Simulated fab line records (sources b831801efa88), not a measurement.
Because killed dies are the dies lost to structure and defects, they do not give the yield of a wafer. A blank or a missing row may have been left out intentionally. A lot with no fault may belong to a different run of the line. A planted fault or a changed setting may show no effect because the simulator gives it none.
Comparing a struck lot with a sound one || flow sky130 || 37 steps out of a route of 708
Sound: these wafers, L503.2, L503.4, L503.5. Wafers struck: L513.1, L513.5, L513.6. The cause comes at the end.
For every step that has rows: the tool of each side, followed by ch and its chambers, followed by its first start. Under that, the readings that differ: sound wafers || struck wafers || difference of the means || sigmas: that difference in standard deviations of wafers without a fault.
alike: a reading whose means differ by less than 2 such deviations, as well as words and numbers matching on both sides. not compared: withheld readings; readings where some wafer has no value; bounds like >300 that might hide an equal value; numbers whose values overlap and for which the record gives no deviation.
A row with sigmas, a row that says differs or no value, or rows on one side alone: a step with any of these is where the two part. Numbers that have no deviation but don't overlap get no sigmas and don't part them. A reading missing from all wafers of one side parts the sides only when that side holds two or more wafers.

first, 10 steps without rows for these wafers: SKY_LDD_LDN_SOFTBAKE_03 (time 60 s); SKY_LDD_LDN_EXPOSE_04 (exposes mask LDNTM, target cd 700 nm); SKY_LDD_LDN_PEB_05; SKY_LDD_LDN_DEVELOP_06 (develop time 60 s); SKY_LDD_LDN_IMPLANT_08; SKY_LDD_LDN_IMPLANT_09; SKY_LDD_LDN_IMPLANT_10; SKY_LDD_LDN_IMPLANT_11; SKY_LDD_LDN_STRIP_12 (strips in O2/N2); SKY_LDD_LDN_CLEAN_14 (cleans in SC1/SC2, time 150 s).
SKY_SPACER_CVD_00: deposits Si3N4 from DCS/NH3, target thk 43.1 nm, time 740 s.
  sound on lpcvd-02 ch 1, day 24 21:18; struck on lpcvd-02 ch 1, day 28 17:53
{"reading": "model.Si3N4_of_SPACER_CVD_00.thk_nm (nm)", "sound": "42.97 43.19 42.84", "struck": "27.35 26.93 27.25", "difference": -15.82, "sigmas": ""}
  alike: pressure_mtorr
SKY_SPACER_THK_MEAS_01:
  sound on film_metro-04, day 24 22:31; struck on film_metro-02, day 28 19:05
{"reading": "SPACER_CVD_00_THK (nm)", "sound": "43.0 43.2 42.9", "struck": "27.3 27.0 27.3", "difference": -15.8, "sigmas": -44}
SKY_SPACER_ETCHBACK_02: etches Si3N4 in CH3F/O2, stops on SiO2, time 46.7 s, target depth 45 nm.
  sound on rie_diel-01 ch 2,3, day 24 22:34; struck on rie_diel-03 ch 0,1,2, day 28 19:08
{"reading": "oes_product_au (a.u.)", "sound": "0.862 0.848 0.856", "struck": "0.682 0.680 0.679", "difference": -0.175, "sigmas": -28}
{"reading": "throttle_valve_pct (%)", "sound": "10.553 10.564 10.561", "struck": "10.536 10.524 10.540", "difference": -0.026, "sigmas": -3}
{"reading": "model.etch.depth_nm (nm)", "sound": "42.97 43.19 42.84", "struck": "27.35 26.93 27.25", "difference": -15.82, "sigmas": ""}
  alike: drypump_motor_current_A, rf_fwd_power_W
  not compared: rf_hours_counter_h
then, 22 steps without rows for these wafers: SKY_POLY_CUT_DEHYDRATE_00 (time 60 s); SKY_POLY_CUT_HMDS_01 (prime time 60 s); SKY_POLY_CUT_COAT_02 (resist thk 60 nm); SKY_POLY_CUT_COAT_03 (resist thk 450 nm); SKY_POLY_CUT_SOFTBAKE_04 (time 90 s); SKY_POLY_CUT_EXPOSE_05 (exposes mask NPCM, target cd 270 nm); SKY_POLY_CUT_PEB_06; SKY_POLY_CUT_DEVELOP_07 (develop time 60 s); SKY_POLY_CUT_ETCH_10 (etches BARC in N2/H2, stops on SiO2, time 45.9 s, target depth 60 nm); SKY_POLY_CUT_ETCH_11 (etches Si3N4 in CF4/CH2F2/Ar, stops on poly-Si, time 42.5 s, target depth 60 nm); SKY_POLY_CUT_STRIP_12 (strips in O2/N2); SKY_SD_P_DEHYDRATE_00 (time 60 s); SKY_SD_P_HMDS_01 (prime time 60 s); SKY_SD_P_COAT_02 (resist thk 1140 nm); SKY_SD_P_SOFTBAKE_03 (time 60 s); SKY_SD_P_EXPOSE_04 (exposes mask PSDM, target cd 380 nm); SKY_SD_P_PEB_05; SKY_SD_P_DEVELOP_06 (develop time 60 s); SKY_SD_P_IMPLANT_09; SKY_SD_P_STRIP_10 (strips in O2/N2); SKY_RES_XHIGH_DEHYDRATE_00 (time 60 s); SKY_RES_XHIGH_HMDS_01 (prime time 60 s).
-- the record jumps here: 5 days lie between the struck wafers' starts before and after (it left off in module RES_XHIGH and takes up again in module SALICIDE, whose first step shown is number 361 of the route) --
SKY_SALICIDE_CLEAN_00: cleans in HF-last, time 30 s.
  sound on wet_bench-01 ch 2, day 29 20:01; struck on wet_bench-02 ch 0, day 33 11:43
{"reading": "model.Si3N4_of_SPACER_CVD_00.thk_nm (nm)", "sound": "42 42.22 41.87", "struck": "26.38 25.96 26.27", "difference": -15.83, "sigmas": ""}
-- the record jumps here: 16 days lie between the struck wafers' starts before and after (it left off in module SALICIDE and takes up again in module PAD_OPEN, whose first step shown is number 708 of the route) --
SKY_PAD_OPEN_PROBE_99:
  sound on prober-01, day 47 04:42; struck on prober-01, day 49 17:25
{"reading": "model.etest.pfet_01v8.r_on_ohm_um", "sound": "2950 2992 2982", "struck": "2504 2432 2452", "difference": -512, "sigmas": ""}
{"reading": "model.etest.pfet_g5v0d10v5.r_on_ohm_um", "sound": "4832 4832 4809", "struck": "4636 4587 4588", "difference": -221, "sigmas": ""}
{"reading": "model.etest.nfet_g5v0d10v5.r_on_ohm_um", "sound": "1909 1917 1913", "struck": "1834 1807 1816", "difference": -94, "sigmas": ""}
{"reading": "model.etest.sonos_uncharged.r_on_ohm_um", "sound": "817.3 820.2 812.7", "struck": "737.1 723.3 729", "difference": -86.9, "sigmas": ""}
{"reading": "model.etest.res_pdiff.line_ohm_um", "sound": "1356 1381 1380", "struck": "1309 1308 1301", "difference": -66, "sigmas": ""}
{"reading": "model.etest.nfet_01v8_lvt.drive_ua_um", "sound": "549.6 556.5 554", "struck": "589.7 603.3 593.4", "difference": "+42.1", "sigmas": ""}
{"reading": "model.etest.pfet_01v8.drive_ua_um", "sound": "187.9 184.8 185.9", "struck": "234.9 242.5 237.4", "difference": "+52.1", "sigmas": ""}
{"reading": "model.etest.sram_nfet_pass.drive_ua_um", "sound": "475.7 469.8 463.1", "struck": "504.1 506.2 527.1", "difference": "+42.9", "sigmas": ""}
  alike: killed_at_M0_to_M3, killed_at_M4_up, killed_at_contacts, killed_at_front_end, killed_at_other, killed_dies, killed_open, killed_short

WHERE THEY PART
Earliest at SKY_SPACER_THK_MEAS_01; latest, in this record, at SKY_SPACER_ETCHBACK_02. Later steps at which nothing parts them and some readings are alike: SKY_PAD_OPEN_PROBE_99.

WHY: what the simulator had put in
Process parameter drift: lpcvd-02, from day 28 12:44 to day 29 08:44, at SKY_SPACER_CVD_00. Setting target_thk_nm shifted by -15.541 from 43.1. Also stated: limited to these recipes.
